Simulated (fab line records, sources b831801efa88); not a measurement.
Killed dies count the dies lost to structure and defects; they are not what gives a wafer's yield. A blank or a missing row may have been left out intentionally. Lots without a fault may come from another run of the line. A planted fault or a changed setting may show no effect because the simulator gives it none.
Which tool did it? | flow gf180mcu | 12 lots, 36 wafers sampled, at 4 steps of a route of 602

WHAT THE GAUGES SHOWED, per wafer
GF_V3_OVL_MEAS_15.
lot  | measured     | on         | V3_OVL (nm)
L075 | day 23 00:01 | overlay-01 | 5 4 -1
L077 | day 23 19:55 | overlay-02 | -14 -9 -12
L079 | day 24 23:43 | overlay-01 | -9 -6 -10
L081 | day 25 02:32 | overlay-01 | -7 -8 -2
L083 | day 25 11:32 | overlay-02 | 2 3 -2
L085 | day 26 05:08 | overlay-01 | -12 -11 -10
L087 | day 26 19:53 | overlay-02 | -6 -2 -3
L089 | day 27 10:34 | overlay-02 | -6 -9 -9
L091 | day 27 22:37 | overlay-01 | 2 -3 -2
L093 | day 28 12:23 | overlay-02 | -8 -5 4
L095 | day 29 04:41 | overlay-02 | -1 -4 7
L097 | day 29 19:14 | overlay-01 | 8 7 9

EACH LOT AND THE TOOL THAT RAN IT (in order: tool; ch and the chambers of the sampled wafers; start)
lot  | GF_V1_SPUTTER_21             | GF_M3_SPUTTER_00             | GF_M3_METAL_ETCH_16
L075 | pvd sputter-01, day 18 18:41 | pvd sputter-01, day 20 22:58 | rie metal-04 ch 0,1, day 21 23:17
L077 | pvd sputter-01, day 19 17:26 | pvd sputter-01, day 21 21:09 | rie metal-04 ch 0,1, day 22 21:06
L079 | pvd sputter-02, day 20 20:55 | pvd sputter-02, day 23 00:50 | rie metal-04 ch 0, day 24 00:09
L081 | pvd sputter-03, day 21 01:53 | pvd sputter-04, day 23 04:18 | rie metal-04 ch 0, day 24 02:38
L083 | pvd sputter-02, day 21 12:22 | pvd sputter-04, day 23 15:13 | rie metal-01 ch 0,1, day 24 13:14
L085 | pvd sputter-01, day 22 06:22 | pvd sputter-01, day 24 08:31 | rie metal-01 ch 0,1, day 25 06:22
L087 | pvd sputter-02, day 22 23:11 | pvd sputter-02, day 25 00:18 | rie metal-02 ch 0,1, day 25 21:47
L089 | pvd sputter-01, day 23 15:11 | pvd sputter-01, day 25 15:16 | rie metal-01 ch 0, day 26 12:46
L091 | pvd sputter-03, day 24 05:22 | pvd sputter-02, day 26 04:15 | rie metal-04 ch 1, day 27 01:13
L093 | pvd sputter-02, day 24 21:42 | pvd sputter-01, day 26 19:56 | rie metal-04 ch 0,1, day 27 15:45
L095 | pvd sputter-01, day 25 13:16 | pvd sputter-01, day 27 11:02 | rie metal-01 ch 0,1, day 28 07:03
L097 | pvd sputter-01, day 26 05:59 | pvd sputter-02, day 28 03:07 | rie metal-01 ch 0,1, day 28 22:51
- GF_V1_SPUTTER_21: material Ti, target thk 15 nm, time 80.02 s.
- GF_M3_SPUTTER_00: material Ti, target thk 37.5 nm, time 150 s.
- GF_M3_METAL_ETCH_16: etches the open film in Cl2/BCl3, stops on SiO2, target depth 627.5 nm, time 104.6 s.

THE ANSWER, worked out from the rows above alone
Rule: the lots themselves supply what counts as usual. The widest of any qualifying gaps counts: lots, ordered by their means at a reading, are off when they make up no more than a third of the lots, leave a main group of 4 or more, and stand apart from it by 3 or more times the standard deviation of that group's means. The tables above print the reading to a certain number of digits; a main group whose means all agree to those digits is not used. Also off: a lot with no number at a reading for which 4 or more lots have one. The other lots that the step has rows for count as sound.
No lot is off on any of the readings shown, so nothing can be concluded from this.

WHAT HAD BEEN PUT IN BY THE SIMULATOR
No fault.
